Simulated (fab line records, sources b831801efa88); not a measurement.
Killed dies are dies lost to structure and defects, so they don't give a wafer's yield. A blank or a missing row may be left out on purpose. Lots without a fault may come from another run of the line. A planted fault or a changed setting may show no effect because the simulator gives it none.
fab line records | flow sfq_line | part 1 of 2: steps 1 to 22 of 32
record lots=5 wafers=15 last_day=82
route steps=325 shown R5@227 I5@228 C5@240 M6@251
lots that met no fault: from a run of the same line without faults
start_h: hours from the record's first day to the start of the lot's first wafer shown | wait_h: hours since the lot's step before | " the same as in the row above | L1.1+2: a row that stands for several wafers | - no value, or no start given | * or withheld: withheld | < > ~ a bound
route shown NAME@n: a module of which the file shows steps, and the number in the route of the first | usual: mean/standard deviation of fault-free wafers | same: alike in all rows | chamber/n: place in a boat | sites: the reading at each site | _std_site: their standard deviation | _edge_site: outer sites' mean less inner sites' | radius_mm: how far each site lies from the wafer's centre | mask NAME#n: copy n | behind: the tool/chamber that last shaped the wafer | hold: why the lot was held/for how many hours/how that ended | device: the transistor (n, p or np) that didn't switch | end of line: the same wafers' tests at the end of the route | a step without rows: its recipe alone | killed: dies lost to structure and defects at the first sort, not the wafer's yield | map: a wafer's dies, x killed, . not, _ none there
set.NAME: the setting as run; set.NAME@STEP: as run at that earlier step | model.NAME: the simulator's own value behind a step, which no gauge read
lots at some steps of the route; a table a step, a row a wafer
services: from which hour (start_h, from the record's first day; less than 0 if before it) a tool's chamber was out of use, for how many hours, and why
## steps
# step SFQ_TRILAYER_R5_STRIP_SOLV_CLEAN_141
# recipe chemistry=NMP temp_c=70 time_s=600
# usual bath_guard_temp_C=70.0/0.65
# columns lot.wafer tool chamber start_h wait_h bath_guard_temp_C
L074.2 wet_bench-03 1 1341.34 0.4 70.0
L074.3 " 2 " " 70.4
L074.5 " 6 " " 69.0
L075.2 wet_bench-03 4 1346.14 0.4 69.8
L075.3 " 1 " " 69.8
L075.4 " 7 " " 69.5
L078.3 wet_bench-03 4 1354.54 0.2 69.7
L078.4 " 0 " " 70.0
L078.6 " 3 " " 70.8
L091.3 wet_bench-01 1 1546.50 0.6 70.6
L091.4 " 0 " " 69.4
L091.6 " 7 " " 70.2
L096.1 wet_bench-04 3 1692.78 0.4 69.3
L096.3 " 6 " " 70.0
L096.5 " 2 " " 70.5
# step SFQ_TRILAYER_A5C_DEP_PECVD_142
# recipe material=SiO2 temp_c=150 time_s=15.556 pressure_torr=2.4 rf_w=183.3 precursor=SiH4/N2O target_thk_nm=70
# usual heater_power_outer_w=31/9.3 heater_power_w=88/14 rf_fwd_power_W=180.3/0.82 throttle_valve_pct=23.8/1.6
# columns lot.wafer tool chamber start_h wait_h heater_power_outer_w heater_power_w rf_fwd_power_W throttle_valve_pct
L074.2 pecvd-04 2 1341.52 0.0 38 100 181.1 22.9
L074.3 " 0 " " 51 114 180.3 22.4
L074.5 " 2 " " 38 100 181.5 22.9
L075.2 pecvd-02 2 1346.32 0.0 23 72 180.7 23.3
L075.3 " 0 " " 24 81 178.8 23.8
L075.4 " 2 " " 24 73 179.4 23.8
L078.3 pecvd-03 1 1354.72 0.0 28 77 181.2 27.8
L078.4 " 2 " " 22 70 179.9 23.1
L078.6 " 0 " " 34 94 179.6 24.8
L091.3 pecvd-04 2 1546.68 0.0 29 86 181.0 23.3
L091.4 " 2 " " 30 85 181.0 22.9
L091.6 " 1 " " 40 101 179.8 23.8
L096.1 pecvd-02 2 1692.96 0.0 18 65 179.9 24.1
L096.3 " 1 " " 28 95 180.2 22.4
L096.5 " 2 " " 18 67 180.6 24.0
# step SFQ_TRILAYER_I5_LITHO_COAT_149
# recipe resist=BARC spin_rpm=3000 resist_thk_nm=62
# usual resist_line_temp_C=23.04/0.098
# columns lot.wafer tool chamber start_h wait_h resist_line_temp_C
L074.2 litho_track-04 0 1341.59 0.1 23.07
L074.3 " 0 " " 22.99
L074.5 " 0 " " 23.13
L075.2 litho_track-04 0 1346.39 0.1 23.02
L075.3 " 0 " " 23.10
L075.4 " 0 " " 22.92
L078.3 litho_track-04 0 1354.84 0.1 22.86
L078.4 " 0 " " 23.13
L078.6 " 0 " " 22.99
L091.3 litho_track-01 0 1546.80 0.1 23.01
L091.4 " 0 " " 22.97
L091.6 " 0 " " 22.98
L096.1 litho_track-01 0 1692.98 0.0 23.23
L096.3 " 0 " " 23.19
L096.5 " 0 " " 23.04
# step SFQ_TRILAYER_I5_LITHO_COAT_144
# recipe resist=KrF spin_rpm=3000 resist_thk_nm=650
# usual resist_line_temp_C=22.98/0.094
# columns lot.wafer tool chamber start_h wait_h resist_line_temp_C
L074.2 litho_track-04 0 1341.89 0.2 22.91
L074.3 " 0 " " 22.87
L074.5 " 0 " " 22.99
L075.2 litho_track-04 0 1346.69 0.2 23.00
L075.3 " 0 " " 23.20
L075.4 " 0 " " 23.14
L078.3 litho_track-04 0 1355.14 0.2 22.98
L078.4 " 0 " " 23.03
L078.6 " 0 " " 23.01
L091.3 litho_track-01 0 1547.10 0.2 23.09
L091.4 " 0 " " 23.21
L091.6 " 0 " " 23.08
L096.1 litho_track-01 0 1693.28 0.2 23.14
L096.3 " 0 " " 23.04
L096.5 " 0 " " 22.88
# step SFQ_TRILAYER_I5_LITHO_SOFTBAKE_148
# recipe temp_c=withheld time_s=withheld resist=KrF
# usual resist_line_temp_C=*
# columns lot.wafer tool chamber start_h wait_h resist_line_temp_C
L074.2 litho_track-04 0 1342.17 0.2 *
L074.3 " 0 " " *
L074.5 " 0 " " *
L075.2 litho_track-04 0 1346.97 0.2 *
L075.3 " 0 " " *
L075.4 " 0 " " *
L078.3 litho_track-04 0 1355.39 0.2 *
L078.4 " 0 " " *
L078.6 " 0 " " *
L091.3 litho_track-01 0 1547.35 0.2 *
L091.4 " 0 " " *
L091.6 " 0 " " *
L096.1 litho_track-01 0 1693.58 0.2 *
L096.3 " 0 " " *
L096.5 " 0 " " *
# step SFQ_TRILAYER_I5_LITHO_EXPOSE_145
# recipe mask_id=I5 na=0.6 source_shape=conventional sigma_outer=0.65 target_cd_nm=700 dose_mj=21.3
# usual focus_offset_nm=-0.1/0.55
# same na=0.6
# columns lot.wafer tool chamber start_h wait_h mask focus_offset_nm
L074.2 krf_scanner-02 0 1371.69 - I5#0 0.2
L074.3 " 0 " " I5#0 -1.0
L074.5 " 0 " " I5#0 0.5
L075.2 krf_scanner-02 0 1418.49 - I5#0 0.6
L075.3 " 0 " " I5#0 -0.3
L075.4 " 0 " " I5#0 0.3
L078.3 krf_scanner-02 0 1429.39 - I5#0 -0.3
L078.4 " 0 " " I5#0 -0.8
L078.6 " 0 " " I5#0 -0.4
L091.3 krf_scanner-02 0 1596.43 - I5#0 -0.6
L091.4 " 0 " " I5#0 -0.4
L091.6 " 0 " " I5#0 -0.4
L096.1 krf_scanner-01 0 1693.86 - I5#0 1.0
L096.3 " 0 " " I5#0 0.0
L096.5 " 0 " " I5#0 -0.2
# step SFQ_TRILAYER_I5_LITHO_PEB_147
# recipe peb_temp_c=115 peb_time_s=60 resist=KrF
# usual resist_line_temp_C=22.98/0.1
# columns lot.wafer tool chamber start_h wait_h resist_line_temp_C
L074.2 litho_track-04 0 1372.71 0.8 22.99
L074.3 " 0 " " 23.00
L074.5 " 0 " " 23.06
L075.2 litho_track-04 0 1419.51 0.8 22.91
L075.3 " 0 " " 22.95
L075.4 " 0 " " 22.90
L078.3 litho_track-04 0 1430.24 0.7 22.79
L078.4 " 0 " " 22.79
L078.6 " 0 " " 22.92
L091.3 litho_track-04 0 1597.28 0.7 23.02
L091.4 " 0 " " 23.04
L091.6 " 0 " " 23.00
L096.1 litho_track-04 0 1695.06 1.0 23.12
L096.3 " 0 " " 22.96
L096.5 " 0 " " 23.11
# step SFQ_TRILAYER_I5_LITHO_DEVELOP_146
# recipe time_s=60 resist=KrF
# usual resist_line_temp_C=23.01/0.11
# columns lot.wafer tool chamber start_h wait_h resist_line_temp_C
L074.2 litho_track-04 0 1372.86 0.1 23.15
L074.3 " 0 " " 23.05
L074.5 " 0 " " 23.09
L075.2 litho_track-04 0 1419.66 0.1 23.08
L075.3 " 0 " " 23.14
L075.4 " 0 " " 23.04
L078.3 litho_track-04 0 1430.39 0.1 22.89
L078.4 " 0 " " 23.05
L078.6 " 0 " " 22.98
L091.3 litho_track-04 0 1597.43 0.1 22.88
L091.4 " 0 " " 23.06
L091.6 " 0 " " 22.88
L096.1 litho_track-04 0 1695.21 0.1 22.95
L096.3 " 0 " " 22.97
L096.5 " 0 " " 23.01
# step SFQ_I5_OVL_MEAS_936
# usual I5_OVL=0/4.7
# columns lot.wafer tool chamber start_h wait_h I5_OVL[nm]
L074.2 overlay-02 - 1373.00 0.1 -2
L074.3 " - " " -1
L074.5 " - " " -4
L075.2 overlay-01 - 1419.80 0.1 3
L075.3 " - " " 1
L075.4 " - " " -4
L078.3 overlay-02 - 1430.50 0.1 -4
L078.4 " - " " 0
L078.6 " - " " -4
L091.3 overlay-01 - 1597.54 0.1 3
L091.4 " - " " -1
L091.6 " - " " 0
L096.1 overlay-01 - 1695.36 0.1 -4
L096.3 " - " " -1
L096.5 " - " " -3
# step SFQ_TRILAYER_I5_BARC_OPEN_VIA_ETCH_200
# recipe mask_material=PR chemistry=O2 target_depth_nm=125 target=BARC source_w=500 bias_w=80 pressure_mtorr=30 time_s=41.7
# usual drypump_motor_current_A=5.7/0.37 oes_product_au=0.685/0.0049 rf_fwd_power_W=494.8/2.3
# columns lot.wafer tool chamber start_h wait_h drypump_motor_current_A oes_product_au rf_fwd_power_W rf_hours_counter_h
L074.2 rie_diel-01 0 1373.03 0.0 6.0 0.683 494.0 14
L074.3 " 2 " " 6.0 0.683 495.6 14
L074.5 " 1 " " 5.4 0.685 495.4 -
L075.2 rie_diel-02 3 1419.83 0.0 6.0 0.690 491.4 6
L075.3 " 0 " " 5.7 0.691 497.9 19
L075.4 " 1 " " 5.1 0.688 490.9 10
L078.3 rie_diel-04 1 1430.53 0.0 6.0 0.687 494.9 4
L078.4 " 3 " " 5.6 0.688 494.0 17
L078.6 " 3 " " 5.6 0.685 497.0 -
L091.3 rie_diel-02 2 1597.56 0.0 5.0 0.683 489.7 16
L091.4 " 3 " " 6.0 0.690 493.3 -
L091.6 " 2 " " 5.1 0.687 490.3 -
L096.1 rie_diel-01 1 1695.39 0.0 5.4 0.692 493.2 15
L096.3 " 2 " " 6.1 0.679 495.0 0
L096.5 " 3 " " 6.0 0.688 494.2 -
# step SFQ_TRILAYER_I5_ETCH_VIA_ETCH_147
# recipe stop_on=Nb mask_material=PR chemistry=CHF3 target_depth_nm=360 source_w=500 bias_w=80 pressure_mtorr=30 time_s=withheld
# usual drypump_motor_current_A=5.7/0.37 oes_product_au=0.986/0.0079 rf_fwd_power_W=498.7/1.4
# columns lot.wafer tool chamber start_h wait_h drypump_motor_current_A oes_product_au rf_fwd_power_W
L074.2 rie_diel-01 0 1373.06 0.0 6.0 0.998 498.8
L074.3 " 2 " " 6.1 0.984 500.2
L074.5 " 1 " " 5.4 0.987 500.6
L075.2 rie_diel-02 3 1419.86 0.0 6.0 0.981 498.9
L075.3 " 0 " " 5.7 0.995 497.8
L075.4 " 1 " " 5.1 0.986 498.5
L078.3 rie_diel-04 1 1430.56 0.0 6.0 0.989 500.1
L078.4 " 3 " " 5.6 0.986 498.7
L078.6 " 3 " " 5.6 0.978 499.4
L091.3 rie_diel-02 2 1597.60 0.0 5.1 0.987 499.5
L091.4 " 3 " " 6.0 0.971 496.0
L091.6 " 2 " " 5.0 0.996 497.8
L096.1 rie_diel-01 1 1695.43 0.0 5.4 0.982 499.8
L096.3 " 2 " " 6.1 0.978 496.9
L096.5 " 3 " " 5.9 0.997 496.1
# step SFQ_TRILAYER_I5_STRIP_STRIP_148
# recipe gas=O2 power_w=200 platen_temp_c=40 overash_fraction=0.65 chemistry=O2 pressure_mtorr=50
# usual drypump_motor_current_A=5.5/0.34 oes_product_au=0.992/0.016
# columns lot.wafer tool chamber start_h wait_h drypump_motor_current_A oes_product_au rf_hours_counter_h
L074.2 rie_metal-03 0 1373.21 - 5.0 1.010 36
L074.3 " 1 " " 5.7 0.984 -
L074.5 " 0 " " 5.0 1.009 -
L075.2 rie_metal-03 1 1420.01 - 5.7 0.983 25
L075.3 " 1 " " 5.7 0.980 -
L075.4 " 0 " " 5.0 1.009 -
L078.3 rie_metal-01 1 1430.91 - 6.1 0.984 -
L078.4 " 0 " " 5.3 0.983 -
L078.6 " 0 " " 5.3 0.988 -
L091.3 rie_metal-04 0 1597.95 - 5.5 0.994 -
L091.4 " 1 " " 5.2 1.007 -
L091.6 " 1 " " 5.2 1.012 -
L096.1 rie_metal-04 0 1695.58 - 5.5 0.988 83
L096.3 " 0 " " 5.5 0.977 -
L096.5 " 1 " " 5.2 1.013 -
# step SFQ_TRILAYER_I5_STRIP_SOLV_CLEAN_149
# recipe chemistry=NMP temp_c=70 time_s=600
# usual bath_guard_temp_C=69.9/0.52
# columns lot.wafer tool chamber start_h wait_h bath_guard_temp_C
L074.2 wet_bench-03 6 1373.81 0.4 69.6
L074.3 " 5 " " 69.5
L074.5 " 2 " " 70.2
L075.2 wet_bench-02 3 1420.61 0.4 70.0
L075.3 " 5 " " 69.7
L075.4 " 6 " " 69.7
L078.3 wet_bench-01 6 1431.31 0.2 69.3
L078.4 " 1 " " 70.5
L078.6 " 7 " " 70.3
L091.3 wet_bench-03 6 1598.35 0.2 69.0
L091.4 " 3 " " 71.3
L091.6 " 7 " " 69.4
L096.1 wet_bench-03 1 1696.18 0.4 69.8
L096.3 " 6 " " 69.4
L096.5 " 5 " " 69.9
# step SFQ_TRILAYER_C5_LITHO_COAT_156
# recipe resist=BARC spin_rpm=3000 resist_thk_nm=62
# usual resist_line_temp_C=22.98/0.11
# columns lot.wafer tool chamber start_h wait_h resist_line_temp_C
L074.2 litho_track-01 0 1374.24 0.2 22.99
L074.3 " 0 " " 22.91
L074.5 " 0 " " 23.16
L075.2 litho_track-03 0 1420.84 0.1 23.01
L075.3 " 0 " " 23.18
L075.4 " 0 " " 22.90
L078.3 litho_track-02 0 1431.59 0.1 22.92
L078.4 " 0 " " 23.09
L078.6 " 0 " " 23.03
L091.3 litho_track-03 0 1598.63 0.1 23.19
L091.4 " 0 " " 23.07
L091.6 " 0 " " 23.16
L096.1 litho_track-01 0 1696.36 0.0 23.13
L096.3 " 0 " " 23.17
L096.5 " 0 " " 23.13
# step SFQ_TRILAYER_C5_LITHO_COAT_151
# recipe resist=KrF spin_rpm=3000 resist_thk_nm=650
# usual resist_line_temp_C=23.01/0.11
# columns lot.wafer tool chamber start_h wait_h resist_line_temp_C
L074.2 litho_track-01 0 1374.54 0.2 23.03
L074.3 " 0 " " 22.90
L074.5 " 0 " " 22.96
L075.2 litho_track-03 0 1421.14 0.2 23.09
L075.3 " 0 " " 23.09
L075.4 " 0 " " 23.08
L078.3 litho_track-02 0 1431.89 0.2 23.15
L078.4 " 0 " " 23.31
L078.6 " 0 " " 23.18
L091.3 litho_track-03 0 1598.93 0.2 23.04
L091.4 " 0 " " 23.16
L091.6 " 0 " " 23.00
L096.1 litho_track-01 0 1696.66 0.2 23.05
L096.3 " 0 " " 22.85
L096.5 " 0 " " 23.00
# step SFQ_TRILAYER_C5_LITHO_SOFTBAKE_155
# recipe temp_c=withheld time_s=withheld resist=KrF
# usual resist_line_temp_C=*
# columns lot.wafer tool chamber start_h wait_h resist_line_temp_C
L074.2 litho_track-01 0 1374.81 0.2 *
L074.3 " 0 " " *
L074.5 " 0 " " *
L075.2 litho_track-03 0 1421.41 0.2 *
L075.3 " 0 " " *
L075.4 " 0 " " *
L078.3 litho_track-02 0 1432.14 0.2 *
L078.4 " 0 " " *
L078.6 " 0 " " *
L091.3 litho_track-03 0 1599.18 0.2 *
L091.4 " 0 " " *
L091.6 " 0 " " *
L096.1 litho_track-01 0 1696.96 0.2 *
L096.3 " 0 " " *
L096.5 " 0 " " *
# step SFQ_TRILAYER_C5_LITHO_EXPOSE_152
# recipe mask_id=C5 na=0.6 source_shape=conventional sigma_outer=0.65 target_cd_nm=500 dose_mj=21.3
# usual focus_offset_nm=-0.1/0.52
# same na=0.6
# columns lot.wafer tool chamber start_h wait_h mask focus_offset_nm
L074.2 krf_scanner-01 0 1450.58 - C5#0 -0.4
L074.3 " 0 " " C5#0 -0.6
L074.5 " 0 " " C5#0 -0.9
L075.2 krf_scanner-01 0 1527.66 - C5#0 -1.5
L075.3 " 0 " " C5#0 -0.9
L075.4 " 0 " " C5#0 -0.5
L078.3 krf_scanner-01 0 1541.06 - C5#0 0.5
L078.4 " 0 " " C5#0 0.6
L078.6 " 0 " " C5#0 0.5
L091.3 krf_scanner-01 0 1678.12 - C5#0 0.3
L091.4 " 0 " " C5#0 0.0
L091.6 " 0 " " C5#0 0.5
L096.1 krf_scanner-01 0 1782.68 - C5#0 -0.5
L096.3 " 0 " " C5#0 0.4
L096.5 " 0 " " C5#0 0.4
# step SFQ_TRILAYER_C5_LITHO_PEB_154
# recipe peb_temp_c=115 peb_time_s=60 resist=KrF
# usual resist_line_temp_C=22.98/0.12
# columns lot.wafer tool chamber start_h wait_h resist_line_temp_C
L074.2 litho_track-02 0 1451.60 0.8 22.79
L074.3 " 0 " " 22.87
L074.5 " 0 " " 22.96
L075.2 litho_track-03 0 1528.69 0.8 23.09
L075.3 " 0 " " 23.12
L075.4 " 0 " " 22.93
L078.3 litho_track-01 0 1541.91 0.7 22.75
L078.4 " 0 " " 22.97
L078.6 " 0 " " 22.78
L091.3 litho_track-02 0 1678.97 0.7 23.24
L091.4 " 0 " " 23.30
L091.6 " 0 " " 23.25
L096.1 litho_track-01 0 1783.88 1.0 22.89
L096.3 " 0 " " 23.08
L096.5 " 0 " " 22.90
# step SFQ_TRILAYER_C5_LITHO_DEVELOP_153
# recipe time_s=60 resist=KrF
# usual resist_line_temp_C=23.00/0.1
# columns lot.wafer tool chamber start_h wait_h resist_line_temp_C
L074.2 litho_track-02 0 1451.75 0.1 22.97
L074.3 " 0 " " 23.06
L074.5 " 0 " " 22.95
L075.2 litho_track-03 0 1528.84 0.1 23.07
L075.3 " 0 " " 23.08
L075.4 " 0 " " 23.05
L078.3 litho_track-01 0 1542.06 0.1 23.00
L078.4 " 0 " " 22.94
L078.6 " 0 " " 22.94
L091.3 litho_track-02 0 1679.12 0.1 22.86
L091.4 " 0 " " 22.96
L091.6 " 0 " " 22.94
L096.1 litho_track-01 0 1784.03 0.1 23.11
L096.3 " 0 " " 23.05
L096.5 " 0 " " 23.06
# step SFQ_C5_OVL_MEAS_937
# usual C5_OVL=-5/5.6
# columns lot.wafer tool chamber start_h wait_h C5_OVL[nm]
L074.2 overlay-02 - 1451.88 0.1 -4
L074.3 " - " " -1
L074.5 " - " " 0
L075.2 overlay-01 - 1528.97 0.1 -5
L075.3 " - " " -8
L075.4 " - " " -6
L078.3 overlay-01 - 1542.17 0.1 -7
L078.4 " - " " -4
L078.6 " - " " -5
L091.3 overlay-02 - 1679.24 0.1 -11
L091.4 " - " " -11
L091.6 " - " " -8
L096.1 overlay-01 - 1784.18 0.1 -4
L096.3 " - " " -1
L096.5 " - " " -3
# step SFQ_TRILAYER_C5_BARC_OPEN_VIA_ETCH_210
# recipe mask_material=PR chemistry=O2 target_depth_nm=125 target=BARC source_w=500 bias_w=80 pressure_mtorr=30 time_s=41.7
# usual drypump_motor_current_A=5.7/0.46 oes_product_au=0.685/0.0044 rf_fwd_power_W=494.7/2.3
# columns lot.wafer tool chamber start_h wait_h drypump_motor_current_A oes_product_au rf_fwd_power_W rf_hours_counter_h
L074.2 rie_diel-03 3 1451.91 0.0 5.3 0.688 494.4 14
L074.3 " 0 " " 5.3 0.692 496.9 19
L074.5 " 1 " " 6.7 0.682 497.7 -
L075.2 rie_diel-03 1 1529.00 0.0 6.8 0.683 497.6 18
L075.3 " 0 " " 5.3 0.685 496.9 20
L075.4 " 2 " " 5.7 0.690 494.0 1
L078.3 rie_diel-02 2 1542.20 0.0 5.0 0.681 493.8 14
L078.4 " 0 " " 5.7 0.691 498.3 21
L078.6 " 1 " " 5.1 0.680 493.4 -
L091.3 rie_diel-03 0 1679.26 0.0 5.3 0.692 496.3 0
L091.4 " 3 " " 5.2 0.692 493.1 18
L091.6 " 0 " " 5.3 0.687 496.2 -
L096.1 rie_diel-03 0 1784.22 0.0 5.3 0.686 495.5 2
L096.3 " 2 " " 5.7 0.685 493.2 5
L096.5 " 2 " " 5.7 0.690 493.8 -
# step SFQ_TRILAYER_C5_ETCH_VIA_ETCH_154
# recipe target=SiO2 mask_material=PR chemistry=CHF3 target_depth_nm=84 source_w=500 bias_w=80 pressure_mtorr=30 time_s=withheld stop_on=Nb
# usual drypump_motor_current_A=5.7/0.46 oes_product_au=0.892/0.0092 rf_fwd_power_W=495.4/2.2
# columns lot.wafer tool chamber start_h wait_h drypump_motor_current_A oes_product_au rf_fwd_power_W
L074.2 rie_diel-03 3 1451.95 0.0 5.3 0.884 493.6
L074.3 " 0 " " 5.3 0.884 494.8
L074.5 " 1 " " 6.7 0.892 496.3
L075.2 rie_diel-03 1 1529.04 0.0 6.7 0.898 498.0
L075.3 " 0 " " 5.4 0.889 496.1
L075.4 " 2 " " 5.7 0.900 496.8
L078.3 rie_diel-02 2 1542.24 0.0 5.0 0.893 492.3
L078.4 " 0 " " 5.7 0.895 497.8
L078.6 " 1 " " 5.1 0.899 493.1
L091.3 rie_diel-03 0 1679.30 0.0 5.3 0.894 494.7
L091.4 " 3 " " 5.2 0.906 495.9
L091.6 " 0 " " 5.3 0.895 497.0
L096.1 rie_diel-03 0 1784.26 0.0 5.3 0.896 498.5
L096.3 " 2 " " 5.7 0.880 494.1
L096.5 " 2 " " 5.7 0.898 493.6
